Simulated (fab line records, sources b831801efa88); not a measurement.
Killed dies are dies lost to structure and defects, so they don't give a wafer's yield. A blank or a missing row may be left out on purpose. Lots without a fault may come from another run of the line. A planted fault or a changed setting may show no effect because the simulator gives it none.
fab line records | flow gf180mcu
record lots=5 wafers=15 last_day=34
route steps=602 shown M3@428 V3@429 M4@456
lots that met no fault: from a run of the same line without faults
start_h: hours from the record's first day to the start of the lot's first wafer shown | wait_h: hours since the lot's step before | " the same as in the row above | L1.1+2: a row that stands for several wafers | - no value, or no start given | * or withheld: withheld | < > ~ a bound
route shown NAME@n: a module of which the file shows steps, and the number in the route of the first | usual: mean/standard deviation of fault-free wafers | same: alike in all rows | chamber/n: place in a boat | sites: the reading at each site | _std_site: their standard deviation | _edge_site: outer sites' mean less inner sites' | radius_mm: how far each site lies from the wafer's centre | mask NAME#n: copy n | behind: the tool/chamber that last shaped the wafer | hold: why the lot was held/for how many hours/how that ended | device: the transistor (n, p or np) that didn't switch | end of line: the same wafers' tests at the end of the route | a step without rows: its recipe alone | killed: dies lost to structure and defects at the first sort, not the wafer's yield | map: a wafer's dies, x killed, . not, _ none there
set.NAME: the setting as run; set.NAME@STEP: as run at that earlier step | model.NAME: the simulator's own value behind a step, which no gauge read
lots at some steps of the route; a table a step, a row a wafer
services: from which hour (start_h, from the record's first day; less than 0 if before it) a tool's chamber was out of use, for how many hours, and why
## steps
# step GF_M3_CLEAN_19
# recipe chemistry=DIW dry=n2_spin
# columns lot.wafer tool chamber start_h wait_h
L081.1+3+5 wet_bench-01 2 551.13 0.0
L082.1+3+4 wet_bench-01 2 556.38 0.0
L093.2+3+6 wet_bench-04 1 641.38 0.0
L094.2+5+6 wet_bench-02 3 652.05 0.0
L095.1+2+6 wet_bench-04 0 654.35 0.0
# step GF_V3_CVD_00
# recipe material=SiO2 target_thk_nm=600 sigma_open_frac=0.3 temp_c=400 time_s=100 sih4_flow_sccm=62.35 pressure_mtorr=6
# columns lot.wafer tool chamber start_h wait_h
L081.1+3+5 hdpcvd-02 2,1,0 551.22 0.0
L082.1+3+4 hdpcvd-01 2,1,0 556.47 0.0
L093.2+3+6 hdpcvd-02 0,1,0 641.48 0.0
L094.2+5+6 hdpcvd-01 0,0,2 652.14 0.0
L095.1+2+6 hdpcvd-01 1,2,0 654.45 0.0
# step GF_V3_THK_MEAS_01
# recipe reads=SiO2_of_V3_CVD_00
# usual V3_CVD_00_THK=620/6.9
# columns lot.wafer tool chamber start_h wait_h V3_CVD_00_THK[nm]
L081.1 film_metro-03 - 551.29 0.0 621
L081.3 " - " " 626
L081.5 " - " " 623
L082.1 film_metro-02 - 556.54 0.0 605
L082.3 " - " " 628
L082.4 " - " " 602
L093.2 film_metro-03 - 641.57 0.0 625
L093.3 " - " " 623
L093.6 " - " " 622
L094.2 film_metro-03 - 652.22 0.0 619
L094.5 " - " " 619
L094.6 " - " " 620
L095.1 film_metro-04 - 654.52 0.0 628
L095.2 " - " " 622
L095.6 " - " " 617
# step GF_V3_CVD_02
# recipe material=SiO2 target_thk_nm=850 precursor=TEOS temp_c=400 time_s=94.851 rf_w=600
# usual heater_power_w=682/110 rf_fwd_power_W=596.6/2.2
# columns lot.wafer tool chamber start_h wait_h heater_power_w rf_fwd_power_W
L081.1 pecvd-03 0 551.35 0.1 682 600.4
L081.3 " 2 " " 750 592.5
L081.5 " 0 " " 714 599.3
L082.1 pecvd-02 2 556.60 0.1 630 595.3
L082.3 " 0 " " 606 596.4
L082.4 " 0 " " 670 597.9
L093.2 pecvd-03 2 641.62 0.0 735 592.3
L093.3 " 1 " " 820 596.6
L093.6 " 1 " " 933 600.9
L094.2 pecvd-04 0 652.27 0.0 682 593.7
L094.5 " 0 " " 731 594.8
L094.6 " 2 " " 459 593.6
L095.1 pecvd-02 2 654.58 0.1 610 596.6
L095.2 " 1 " " 821 597.7
L095.6 " 1 " " 650 600.1
# step GF_V3_THK_MEAS_03
# recipe reads=SiO2_of_V3_CVD_02
# usual V3_CVD_02_THK=846/9.6
# columns lot.wafer tool chamber start_h wait_h V3_CVD_02_THK[nm]
L081.1 film_metro-02 - 551.42 0.0 840
L081.3 " - " " 835
L081.5 " - " " 844
L082.1 film_metro-03 - 556.67 0.0 835
L082.3 " - " " 841
L082.4 " - " " 853
L093.2 film_metro-04 - 641.70 0.0 835
L093.3 " - " " 836
L093.6 " - " " 851
L094.2 film_metro-04 - 652.35 0.0 839
L094.5 " - " " 858
L094.6 " - " " 861
L095.1 film_metro-04 - 654.65 0.0 825
L095.2 " - " " 838
L095.6 " - " " 847
# step GF_V3_CMP_04
# recipe material=SiO2 down_force_psi=4 platen_rpm=60 pad_velocity_m_s=0.94248
# usual motor_current_A=11.8/1 time_to_endpoint_s=79/4.7
# columns lot.wafer tool chamber start_h wait_h motor_current_A time_to_endpoint_s
L081.1 cmp-02 3 551.61 0.2 12.4 77
L081.3 " 0 " " 13.4 73
L081.5 " 3 " " 12.1 76
L082.4 cmp-02 3 556.78 0.1 12.0 80
L082.3 " 0 " " 13.1 75
L082.1 " 1 " " 11.4 75
L093.3 cmp-02 3 641.75 0.0 11.6 78
L093.2 " 0 " " 13.3 72
L093.6 " 3 " " 12.2 82
L094.2 cmp-02 3 652.55 0.2 11.6 75
L094.5 " 0 " " 12.6 81
L094.6 " 1 " " 11.7 88
L095.2 cmp-01 2 654.76 0.1 10.0 80
L095.1 " 3 " " 13.0 76
L095.6 " 1 " " 11.0 83
# step GF_V3_BOW_MEAS_05
# recipe mode=bow
# usual V3_BOW=122/9.6
# columns lot.wafer tool chamber start_h wait_h V3_BOW[um]
L081.1 film_metro-03 - 551.86 0.2 127
L081.3 " - " " 120
L081.5 " - " " 124
L082.1 film_metro-04 - 557.03 0.1 132
L082.3 " - " " 119
L082.4 " - " " 117
L093.2 film_metro-04 - 642.07 0.2 114
L093.3 " - " " 118
L093.6 " - " " 122
L094.2 film_metro-03 - 652.72 0.1 137
L094.5 " - " " 139
L094.6 " - " " 128
L095.1 film_metro-02 - 655.01 0.1 118
L095.2 " - " " 109
L095.6 " - " " 125
# step GF_V3_DEHYDRATE_06
# recipe temp_c=200 time_s=60
# usual heater_power_total_W=160.38/0.13
# columns lot.wafer tool chamber start_h wait_h heater_power_total_W
L081.1 litho_track-02 0 561.75 9.9 160.39
L081.3 " 0 " " 160.34
L081.5 " 0 " " 160.36
L082.1 litho_track-02 0 567.20 10.1 160.33
L082.3 " 0 " " 160.16
L082.4 " 0 " " 160.29
L093.2 litho_track-02 0 651.68 9.6 160.27
L093.3 " 0 " " 160.61
L093.6 " 0 " " 160.35
L094.2 litho_track-03 0 661.92 9.2 160.34
L094.5 " 0 " " 160.29
L094.6 " 0 " " 160.36
L095.1 litho_track-02 0 663.85 8.8 160.36
L095.2 " 0 " " 160.34
L095.6 " 0 " " 160.43
# step GF_V3_HMDS_07
# recipe prime_time_s=60 prime_temp_c=120
# usual prime_temp_c=119.96/0.13
# columns lot.wafer tool chamber start_h wait_h prime_temp_c
L081.1 litho_track-02 0 561.90 0.1 120.03
L081.3 " 0 " " 120.00
L081.5 " 0 " " 120.15
L082.1 litho_track-02 0 567.35 0.1 119.98
L082.3 " 0 " " 119.97
L082.4 " 0 " " 120.02
L093.2 litho_track-02 0 651.83 0.1 120.13
L093.3 " 0 " " 119.95
L093.6 " 0 " " 120.06
L094.2 litho_track-03 0 662.07 0.1 119.78
L094.5 " 0 " " 119.94
L094.6 " 0 " " 120.02
L095.1 litho_track-02 0 664.00 0.1 119.94
L095.2 " 0 " " 119.94
L095.6 " 0 " " 120.23
# step GF_V3_COAT_08
# recipe resist=BARC temp_c=withheld time_s=withheld spin_rpm=withheld resist_thk_nm=withheld
# usual dispense_pressure_kPa=48.2/2.5
# columns lot.wafer tool chamber start_h wait_h dispense_pressure_kPa
L081.1 litho_track-02 0 562.05 0.1 45.6
L081.3 " 0 " " 45.6
L081.5 " 0 " " 45.6
L082.1 litho_track-02 0 567.50 0.1 45.6
L082.3 " 0 " " 45.6
L082.4 " 0 " " 45.6
L093.2 litho_track-02 0 651.98 0.1 45.6
L093.3 " 0 " " 45.6
L093.6 " 0 " " 45.6
L094.2 litho_track-03 0 662.22 0.1 51.0
L094.5 " 0 " " 51.0
L094.6 " 0 " " 51.0
L095.1 litho_track-02 0 664.15 0.1 45.6
L095.2 " 0 " " 45.6
L095.6 " 0 " " 45.6
# step GF_V3_COAT_09
# recipe resist=KrF spin_rpm=withheld resist_thk_nm=1000
# usual dispense_pressure_kPa=48.2/2.5
# columns lot.wafer tool chamber start_h wait_h dispense_pressure_kPa
L081.1 litho_track-02 0 - - 45.6
L081.3 " 0 " " 45.6
L081.5 " 0 " " 45.6
L082.1 litho_track-02 0 - - 45.6
L082.3 " 0 " " 45.6
L082.4 " 0 " " 45.6
L093.2 litho_track-02 0 - - 45.6
L093.3 " 0 " " 45.6
L093.6 " 0 " " 45.6
L094.2 litho_track-03 0 - - 51.0
L094.5 " 0 " " 51.0
L094.6 " 0 " " 51.0
L095.1 litho_track-02 0 - - 45.6
L095.2 " 0 " " 45.6
L095.6 " 0 " " 45.6
# step GF_V3_SOFTBAKE_10
# recipe temp_c=130 time_s=60 resist=KrF
# usual heater_power_total_W=93.05/0.059
# columns lot.wafer tool chamber start_h wait_h heater_power_total_W
L081.1 litho_track-02 0 - - 93.06
L081.3 " 0 " " 93.09
L081.5 " 0 " " 93.08
L082.1 litho_track-02 0 - - 93.03
L082.3 " 0 " " 93.06
L082.4 " 0 " " 93.00
L093.2 litho_track-02 0 - - 93.10
L093.3 " 0 " " 93.09
L093.6 " 0 " " 93.13
L094.2 litho_track-03 0 - - 92.91
L094.5 " 0 " " 93.13
L094.6 " 0 " " 93.07
L095.1 litho_track-02 0 - - 93.02
L095.2 " 0 " " 93.09
L095.6 " 0 " " 93.04
# step GF_V3_EXPOSE_11
# recipe mask_id=Via3 target_cd_nm=260 na=0.68 source_shape=conventional sigma_outer=0.6 dose_mj=38
# columns lot.wafer tool chamber start_h wait_h mask
L081.1+3+5 krf_scanner-02 0 - - Via3#0
L082.1+3+4 krf_scanner-01 0 - - Via3#0
L093.2+3+6 krf_scanner-01 0 - - Via3#0
L094.2+5+6 krf_scanner-02 0 - - Via3#0
L095.1+2+6 krf_scanner-02 0 - - Via3#0
# step GF_V3_PEB_12
# recipe peb_temp_c=135 peb_time_s=88.35 resist=KrF
# usual heater_power_total_W=86.21/0.079
# columns lot.wafer tool chamber start_h wait_h heater_power_total_W
L081.1 litho_track-02 0 - - 86.12
L081.3 " 0 " " 86.16
L081.5 " 0 " " 86.13
L082.1 litho_track-02 0 - - 86.16
L082.3 " 0 " " 86.08
L082.4 " 0 " " 86.11
L093.2 litho_track-04 0 - - 86.14
L093.3 " 0 " " 86.22
L093.6 " 0 " " 86.24
L094.2 litho_track-03 0 - - 86.13
L094.5 " 0 " " 86.17
L094.6 " 0 " " 86.20
L095.1 litho_track-04 0 - - 86.19
L095.2 " 0 " " 86.25
L095.6 " 0 " " 86.24
# step GF_V3_DEVELOP_13
# recipe develop_time_s=60 resist=KrF dev_temp_c=21
# columns lot.wafer tool chamber start_h wait_h
L081.1+3+5 litho_track-02 0 572.55 0.2
L082.1+3+4 litho_track-02 0 578.65 0.2
L093.2+3+6 litho_track-04 0 661.97 0.2
L094.2+5+6 litho_track-03 0 672.27 0.2
L095.1+2+6 litho_track-04 0 674.10 0.2
# step GF_V3_CD_MEAS_14
# recipe target_cd_nm=260
# usual cd_nm=260.1/1.1
# columns lot.wafer tool chamber start_h wait_h cd_nm
L081.1 cd_sem-02 - 572.79 0.2 262.6
L081.3 " - " " 260.5
L081.5 " - " " 261.8
L082.1 cd_sem-02 - 578.80 0.1 260.3
L082.3 " - " " 260.3
L082.4 " - " " 260.3
L093.2 cd_sem-01 - 662.12 0.1 259.8
L093.3 " - " " 259.7
L093.6 " - " " 259.3
L094.2 cd_sem-01 - 672.42 0.1 261.0
L094.5 " - " " 260.5
L094.6 " - " " 261.5
L095.1 cd_sem-02 - 674.25 0.1 259.7
L095.2 " - " " 260.5
L095.6 " - " " 260.2
# step GF_V3_OVL_MEAS_15
# usual V3_OVL=3/5.9
# columns lot.wafer tool chamber start_h wait_h V3_OVL[nm]
L081.1 overlay-01 - 572.91 0.1 8
L081.3 " - " " 9
L081.5 " - " " 6
L082.1 overlay-02 - 578.92 0.1 14
L082.3 " - " " 19
L082.4 " - " " 2
L093.2 overlay-01 - 662.23 0.1 3
L093.3 " - " " 12
L093.6 " - " " 2
L094.2 overlay-02 - 672.52 0.1 6
L094.5 " - " " 2
L094.6 " - " " 5
L095.1 overlay-02 - 674.37 0.1 5
L095.2 " - " " 6
L095.6 " - " " 4
# step GF_V3_ETCH_16
# recipe chemistry=N2/H2 target_depth_a=withheld overetch_a=withheld time_s=withheld target=BARC ion_energy_ev=200 source_w=500 bias_w=100 pressure_mtorr=30 n2_flow_sccm=100 h2_flow_sccm=200
# usual bias_w=99.99/0.28 drypump_motor_current_A=5.8/0.44 oes_product_au=0.854/0.0048 rf_fwd_power_W=494.9/2.4 throttle_valve_pct=13.225/0.0094
# columns lot.wafer tool chamber start_h wait_h bias_w drypump_motor_current_A oes_product_au rf_fwd_power_W throttle_valve_pct
L081.1 rie_diel-03 0 572.95 0.0 99.68 6.2 0.852 494.5 13.227
L081.3 " 1 " " 99.80 5.3 0.859 495.5 13.231
L081.5 " 3 " " 99.72 6.1 0.857 498.1 13.222
L082.1 rie_diel-02 0 578.96 0.0 100.26 6.3 0.859 490.6 13.234
L082.3 " 3 " " 99.99 6.7 0.856 494.9 13.233
L082.4 " 1 " " 99.55 5.5 0.863 495.1 13.244
L093.2 rie_diel-03 3 662.26 0.0 99.75 6.1 0.855 497.6 13.215
L093.3 " 2 " " 100.16 5.6 0.846 496.4 13.224
L093.6 " 3 " " 100.03 6.1 0.855 492.4 13.214
L094.2 rie_diel-03 3 672.55 0.0 99.76 6.1 0.853 496.5 13.237
L094.5 " 3 " " 99.62 6.1 0.847 496.8 13.228
L094.6 " 2 " " 99.83 5.6 0.861 494.6 13.197
L095.1 rie_diel-02 0 674.41 0.0 99.88 6.3 0.858 491.0 13.218
L095.2 " 2 " " 100.00 5.6 0.853 495.1 13.227
L095.6 " 2 " " 99.74 5.6 0.840 498.1 13.211
# step GF_V3_ETCH_17
# recipe chemistry=C4F8/O2/Ar mask_material=KrF target=SiO2 stop_on=TiN source_w=1500 bias_w=1200 pressure_mtorr=40 c4f8_flow_sccm=withheld O2_flow_sccm=6 Ar_flow_sccm=300 time_s=withheld target_depth_a=6350
# usual bias_w=1200/3.9 oes_product_au=0.856/0.0049 rf_fwd_power_W=1492/4.5
# columns lot.wafer tool chamber start_h wait_h bias_w oes_product_au rf_fwd_power_W
L081.1 rie_diel-03 0 - - 1197 0.852 1496
L081.3 " 1 " " 1203 0.856 1495
L081.5 " 3 " " 1198 0.857 1499
L082.1 rie_diel-02 0 - - 1198 0.865 1484
L082.3 " 3 " " 1194 0.859 1499
L082.4 " 1 " " 1200 0.871 1496
L093.2 rie_diel-03 3 - - 1206 0.853 1502
L093.3 " 2 " " 1192 0.845 1491
L093.6 " 3 " " 1205 0.862 1499
L094.2 rie_diel-03 3 - - 1197 0.859 1493
L094.5 " 3 " " 1200 0.854 1490
L094.6 " 2 " " 1194 0.857 1492
L095.1 rie_diel-02 0 - - 1201 0.858 1485
L095.2 " 2 " " 1203 0.868 1490
L095.6 " 2 " " 1201 0.858 1494
# step GF_V3_STRIP_18
# recipe chemistry=O2/N2 power_w=1400 pressure_mtorr=1500 platen_temp_c=250 o2_flow_sccm=3000 n2_flow_sccm=300 overash_fraction=0.5
# usual drypump_motor_current_A=5.8/0.39 heater_power_w=323/22 oes_product_au=0.592/0.0048
# columns lot.wafer tool chamber start_h wait_h drypump_motor_current_A heater_power_w oes_product_au rf_hours_counter_h
L081.1 plasma_asher-04 0 573.08 - 6.2 334 0.591 13
L081.3 " 1 " " 6.2 321 0.597 -
L081.5 " 0 " " 6.2 337 0.596 -
L082.1 plasma_asher-01 1 579.09 - 5.8 365 0.592 80
L082.3 " 0 " " 5.8 313 0.596 -
L082.4 " 1 " " 5.8 363 0.595 -
L093.2 plasma_asher-04 1 662.38 - 6.2 326 0.592 22
L093.3 " 0 " " 6.2 329 0.583 -
L093.6 " 0 " " 6.2 334 0.586 -
L094.2 plasma_asher-01 0 672.68 - 5.7 300 0.591 90
L094.5 " 1 " " 5.7 363 0.591 -
L094.6 " 0 " " 5.7 311 0.600 -
L095.1 plasma_asher-02 1 674.53 - 5.2 315 0.588 60
L095.2 " 0 " " 5.4 295 0.590 60
L095.6 " 1 " " 5.2 319 0.588 -
# step GF_V3_STRIP_19
# recipe chemistry=post_etch_residue_remover time_s=1200 temp_c=72.5
# usual temp_c=72.50/0.13
# columns lot.wafer tool chamber start_h wait_h temp_c
L081.1 wet_bench-04 0 573.18 0.1 72.47
L081.3 " 0 " " 72.41
L081.5 " 0 " " 72.35
L082.1 wet_bench-04 3 579.19 0.1 72.73
L082.3 " 3 " " 72.44
L082.4 " 3 " " 72.77
L093.2 wet_bench-02 0 662.48 0.1 72.67
L093.3 " 0 " " 72.51
L093.6 " 0 " " 72.46
L094.2 wet_bench-02 1 672.78 0.1 72.71
L094.5 " 1 " " 72.50
L094.6 " 1 " " 72.68
L095.1 wet_bench-04 3 674.63 0.1 72.57
L095.2 " 3 " " 72.63
L095.6 " 3 " " 72.51
# step GF_V3_CLEAN_20
# recipe chemistry=DIW dry=n2_spin
# columns lot.wafer tool chamber start_h wait_h
L081.1+3+5 wet_bench-04 0 573.52 0.0
L082.1+3+4 wet_bench-02 2 579.53 0.0
L093.2+3+6 wet_bench-03 3 662.86 0.0
L094.2+5+6 wet_bench-04 3 673.12 0.0
L095.1+2+6 wet_bench-04 0 675.01 0.0
# step GF_V3_SPUTTER_21
# recipe material=Ti target_thk_nm=15 chamber_pressure_pa=5 power_w=2500 substrate_temp_c=200 time_s=80.02
# usual throttle_valve_pct=29.9/1.3
# columns lot.wafer tool chamber start_h wait_h throttle_valve_pct
L081.1 pvd_sputter-04 - 573.61 0.0 29.2
L081.3 " - " " 31.3
L081.5 " - " " 30.5
L082.1 pvd_sputter-01 - 579.63 0.0 28.6
L082.3 " - " " 29.1
L082.4 " - " " 31.5
L093.2 pvd_sputter-03 - 662.95 0.0 32.3
L093.3 " - " " 29.8
L093.6 " - " " 32.7
L094.2 pvd_sputter-03 - 673.22 0.0 30.1
L094.5 " - " " 31.1
L094.6 " - " " 28.6
L095.1 pvd_sputter-03 - 675.11 0.0 28.9
L095.2 " - " " 32.5
L095.6 " - " " 31.2
# step GF_V3_SPUTTER_22
# recipe material=TiN target_thk_nm=10 chamber_pressure_pa=5 power_w=4000 time_s=40
# usual throttle_valve_pct=29.9/1.3
# columns lot.wafer tool chamber start_h wait_h throttle_valve_pct
L081.1 pvd_sputter-04 - 573.67 0.0 29.4
L081.3 " - " " 31.4
L081.5 " - " " 30.3
L082.1 pvd_sputter-01 - 579.69 0.0 28.6
L082.3 " - " " 29.1
L082.4 " - " " 31.5
L093.2 pvd_sputter-03 - 663.02 0.0 32.6
L093.3 " - " " 30.1
L093.6 " - " " 32.8
L094.2 pvd_sputter-03 - 673.29 0.0 29.9
L094.5 " - " " 30.8
L094.6 " - " " 28.9
L095.1 pvd_sputter-03 - 675.17 0.0 29.1
L095.2 " - " " 32.4
L095.6 " - " " 30.8
# step GF_V3_CVD_23
# recipe material=W target_thk_nm=350 time_s=104.9 temp_c=400 pressure_torr=40
# usual heater_power_w=928/100
# columns lot.wafer tool chamber start_h wait_h heater_power_w
L081.1 cvd_w-02 0 573.71 0.0 969
L081.3 " 0 " " 949
L081.5 " 0 " " 963
L082.1 cvd_w-02 0 579.73 0.0 976
L082.3 " 1 " " 1013
L082.4 " 0 " " 976
L093.2 cvd_w-01 1 663.09 0.1 805
L093.3 " 1 " " 787
L093.6 " 1 " " 801
L094.2 cvd_w-01 1 673.32 0.0 778
L094.5 " 0 " " 984
L094.6 " 1 " " 814
L095.1 cvd_w-01 1 675.21 0.0 787
L095.2 " 0 " " 1015
L095.6 " 0 " " 1006
# step GF_V3_RS_MEAS_24
# recipe thk_meas_gauge=four-point-probe reads=W_of_V3_CVD_23+TiN_of_V3_SPUTTER_22+Ti_of_V3_SPUTTER_21
# usual V3_W_RS=0.327/0.0036
# columns lot.wafer tool chamber start_h wait_h V3_W_RS[ohm/sq]
L081.1 film_metro-03 - 573.82 0.1 0.323
L081.3 " - " " 0.319
L081.5 " - " " 0.320
L082.1 film_metro-03 - 579.84 0.1 0.324
L082.3 " - " " 0.329
L082.4 " - " " 0.325
L093.2 film_metro-04 - 663.30 0.2 0.330
L093.3 " - " " 0.330
L093.6 " - " " 0.328
L094.2 film_metro-03 - 673.46 0.1 0.324
L094.5 " - " " 0.325
L094.6 " - " " 0.324
L095.1 film_metro-02 - 675.32 0.1 0.322
L095.2 " - " " 0.324
L095.6 " - " " 0.322
# step GF_V3_THK_MEAS_25
# recipe thk_meas_gauge=xrf reads=W_of_V3_CVD_23
# usual V3_W_THK=351/4.3
# columns lot.wafer tool chamber start_h wait_h V3_W_THK[nm]
L081.1 film_metro-03 - 573.94 0.1 353
L081.3 " - " " 357
L081.5 " - " " 356
L082.1 film_metro-03 - 579.96 0.1 355
L082.3 " - " " 348
L082.4 " - " " 353
L093.2 film_metro-04 - 663.41 0.1 349
L093.3 " - " " 353
L093.6 " - " " 352
L094.2 film_metro-03 - 673.57 0.1 350
L094.5 " - " " 351
L094.6 " - " " 352
L095.1 film_metro-02 - 675.44 0.1 361
L095.2 " - " " 358
L095.6 " - " " 361
# step GF_V3_CMP_26
# recipe stop_on=SiO2 down_force_psi=3.5 platen_rpm=60 t_overpolish_s=15 target_thk_nm=0 pad_velocity_m_s=0.94248
# usual motor_current_A=10.7/0.93 overpolish_run_s=15.001/0.0095 time_to_endpoint_s=86/3.3
# columns lot.wafer tool chamber start_h wait_h motor_current_A overpolish_run_s time_to_endpoint_s
L081.3 cmp-01 2 574.18 0.2 10.0 15.001 88
L081.1 " 1 " " 10.1 15.007 88
L081.5 " 3 " " 11.9 14.993 87
L082.1 cmp-01 0 580.02 0.1 10.9 15.015 83
L082.4 " 1 " " 10.0 14.984 87
L082.3 " 3 " " 12.3 14.998 85
L093.2 cmp-01 0 663.46 0.0 11.0 14.983 84
L093.3 " 3 " " 11.2 15.013 91
L093.6 " 1 " " 9.9 15.011 87
L094.2 cmp-02 2 673.77 0.2 10.1 15.009 88
L094.6 " 3 " " 10.5 15.004 89
L094.5 " 0 " " 11.3 15.024 85
L095.1 cmp-01 0 675.50 0.1 11.3 14.999 87
L095.2 " 3 " " 12.2 15.002 94
L095.6 " 0 " " 10.8 15.009 89
# step GF_M4_SPUTTER_00
# recipe material=Ti target_thk_nm=37.5 arriving_ion_energy_ev=80 substrate_temp_c=200 chamber_pressure_pa=2 power_w=4000 time_s=150
# usual throttle_valve_pct=30.1/1.1
# columns lot.wafer tool chamber start_h wait_h throttle_valve_pct
L081.1 pvd_sputter-04 - 574.48 0.1 29.4
L081.3 " - " " 29.1
L081.5 " - " " 31.3
L082.1 pvd_sputter-02 - 580.32 0.2 31.4
L082.3 " - " " 29.5
L082.4 " - " " 30.6
L093.2 pvd_sputter-02 - 663.76 0.2 29.4
L093.3 " - " " 30.6
L093.6 " - " " 31.5
L094.2 pvd_sputter-04 - 673.92 0.1 30.6
L094.5 " - " " 29.2
L094.6 " - " " 31.3
L095.1 pvd_sputter-01 - 675.80 0.2 29.2
L095.2 " - " " 31.4
L095.6 " - " " 31.3
# step GF_M4_SPUTTER_01
# recipe material=TiN target_thk_nm=30 power_w=6500 time_s=25 chamber_pressure_pa=0.4
# usual throttle_valve_pct=30.1/1.1
# columns lot.wafer tool chamber start_h wait_h throttle_valve_pct
L081.1 pvd_sputter-04 - 574.58 0.1 29.3
L081.3 " - " " 29.0
L081.5 " - " " 31.2
L082.1 pvd_sputter-02 - 580.42 0.1 31.4
L082.3 " - " " 29.3
L082.4 " - " " 30.8
L093.2 pvd_sputter-02 - 663.86 0.1 29.4
L093.3 " - " " 30.6
L093.6 " - " " 31.4
L094.2 pvd_sputter-04 - 674.02 0.1 30.4
L094.5 " - " " 29.0
L094.6 " - " " 31.1
L095.1 pvd_sputter-01 - 675.90 0.1 29.1
L095.2 " - " " 31.6
L095.6 " - " " 31.3
# step GF_M4_SPUTTER_02
# recipe material=AlCu target_thk_nm=450 power_w=10600 time_s=23.9 chamber_pressure_pa=0.4
# usual throttle_valve_pct=30.1/1.1
# columns lot.wafer tool chamber start_h wait_h throttle_valve_pct
L081.1 pvd_sputter-04 - 574.61 0.0 29.1
L081.3 " - " " 29.5
L081.5 " - " " 31.1
L082.1 pvd_sputter-02 - 580.45 0.0 31.5
L082.3 " - " " 29.5
L082.4 " - " " 30.8
L093.2 pvd_sputter-02 - 663.89 0.0 29.6
L093.3 " - " " 30.5
L093.6 " - " " 31.6
L094.2 pvd_sputter-04 - 674.05 0.0 30.5
L094.5 " - " " 29.3
L094.6 " - " " 31.4
L095.1 pvd_sputter-01 - 675.93 0.0 29.0
L095.2 " - " " 31.4
L095.6 " - " " 31.4
# step GF_M4_SPUTTER_03
# recipe material=Ti target_thk_nm=10 substrate_temp_c=300 chamber_pressure_pa=0.3 power_w=3000 time_s=6.7
# usual throttle_valve_pct=30.0/1.1
# columns lot.wafer tool chamber start_h wait_h throttle_valve_pct
L081.1 pvd_sputter-04 - 574.64 0.0 29.3
L081.3 " - " " 29.1
L081.5 " - " " 31.0
L082.1 pvd_sputter-02 - 580.48 0.0 31.3
L082.3 " - " " 29.2
L082.4 " - " " 30.8
L093.2 pvd_sputter-02 - 663.92 0.0 29.5
L093.3 " - " " 30.6
L093.6 " - " " 31.4
L094.2 pvd_sputter-04 - 674.08 0.0 30.5
L094.5 " - " " 29.1
L094.6 " - " " 31.2
L095.1 pvd_sputter-01 - 675.96 0.0 28.7
L095.2 " - " " 31.4
L095.6 " - " " 31.3
# step GF_M4_SPUTTER_04
# recipe material=TiN target_thk_nm=50 power_w=6500 time_s=41.7 chamber_pressure_pa=0.4
# usual throttle_valve_pct=30.0/1.1
# columns lot.wafer tool chamber start_h wait_h throttle_valve_pct
L081.1 pvd_sputter-04 - 574.66 0.0 29.4
L081.3 " - " " 29.3
L081.5 " - " " 31.2
L082.1 pvd_sputter-02 - 580.50 0.0 31.3
L082.3 " - " " 29.4
L082.4 " - " " 31.1
L093.2 pvd_sputter-02 - 663.94 0.0 29.6
L093.3 " - " " 30.4
L093.6 " - " " 31.5
L094.2 pvd_sputter-04 - 674.10 0.0 30.3
L094.5 " - " " 29.1
L094.6 " - " " 31.2
L095.1 pvd_sputter-01 - 675.98 0.0 29.3
L095.2 " - " " 31.4
L095.6 " - " " 31.2
# step GF_M4_RS_MEAS_05
# recipe thk_meas_gauge=four-point-probe reads=TiN_of_M4_SPUTTER_04+Ti_of_M4_SPUTTER_03+AlCu_of_M4_SPUTTER_02+TiN_of_M4_SPUTTER_01+Ti_of_M4_SPUTTER_00
# usual M4_ALCU_RS=0.0697/0.00071
# columns lot.wafer tool chamber start_h wait_h M4_ALCU_RS[ohm/sq]
L081.1 film_metro-03 - 574.70 0.0 0.0698
L081.3 " - " " 0.0694
L081.5 " - " " 0.0702
L082.1 film_metro-01 - 580.54 0.0 0.0718
L082.3 " - " " 0.0718
L082.4 " - " " 0.0704
L093.2 film_metro-03 - 664.00 0.0 0.0708
L093.3 " - " " 0.0698
L093.6 " - " " 0.0703
L094.2 film_metro-03 - 674.16 0.0 0.0696
L094.5 " - " " 0.0686
L094.6 " - " " 0.0695
L095.1 film_metro-01 - 676.02 0.0 0.0699
L095.2 " - " " 0.0696
L095.6 " - " " 0.0704
# step GF_M4_THK_MEAS_06
# recipe thk_meas_gauge=xrf reads=AlCu_of_M4_SPUTTER_02
# usual M4_ALCU_THK=446/4.5
# columns lot.wafer tool chamber start_h wait_h M4_ALCU_THK[nm]
L081.1 film_metro-03 - 574.82 0.1 444
L081.3 " - " " 444
L081.5 " - " " 441
L082.1 film_metro-01 - 580.66 0.1 434
L082.3 " - " " 433
L082.4 " - " " 439
L093.2 film_metro-03 - 664.11 0.1 439
L093.3 " - " " 444
L093.6 " - " " 442
L094.2 film_metro-03 - 674.27 0.1 447
L094.5 " - " " 450
L094.6 " - " " 446
L095.1 film_metro-01 - 676.14 0.1 446
L095.2 " - " " 446
L095.6 " - " " 443
# step GF_M4_DEHYDRATE_07
# recipe temp_c=200 time_s=60
# usual heater_power_total_W=160.39/0.13
# columns lot.wafer tool chamber start_h wait_h heater_power_total_W
L081.1 litho_track-02 0 585.15 10.3 160.39
L081.3 " 0 " " 160.43
L081.5 " 0 " " 160.60
L082.1 litho_track-02 0 590.75 10.1 160.54
L082.3 " 0 " " 160.42
L082.4 " 0 " " 160.16
L093.2 litho_track-04 0 673.32 9.2 160.41
L093.3 " 0 " " 160.51
L093.6 " 0 " " 160.54
L094.2 litho_track-02 0 682.83 8.5 160.39
L094.5 " 0 " " 160.54
L094.6 " 0 " " 160.52
L095.1 litho_track-04 0 684.45 8.3 160.33
L095.2 " 0 " " 160.29
L095.6 " 0 " " 160.33
## services
# columns tool chamber start_h hours kind
hdpcvd-01 - 539.25 15.0 pm
plasma_asher-04 - 545.22 0.4 repair
plasma_asher-01 - 560.66 2.8 pm
cmp-01 - 561.73 6.2 pm
pvd_sputter-03 - 566.69 96.2 repair
plasma_asher-04 - 568.22 2.8 repair
cmp-02 - 570.29 7.0 pm
cmp-02 - 577.28 4.0 pm
hdpcvd-01 2 594.85 5.4 repair
pvd_sputter-03 - 597.03 4.3 repair
krf_scanner-02 - 601.54 0.8 pm
krf_scanner-02 - 602.39 1.3 pm
hdpcvd-01 - 603.19 0.8 repair
rie_diel-02 3 613.72 4.4 repair
rie_diel-02 1 615.12 9.2 repair
cmp-01 - 635.02 4.2 repair
krf_scanner-02 - 636.23 1.0 pm
rie_diel-03 1 639.41 3.9 repair
cmp-01 - 640.16 0.7 repair
cvd_w-01 0 654.84 9.4 repair
pvd_sputter-01 - 657.45 7.0 repair
pvd_sputter-03 - 671.79 0.6 repair
pvd_sputter-04 - 672.83 0.7 repair
cmp-02 - 676.77 1.8 repair
## key
fault none
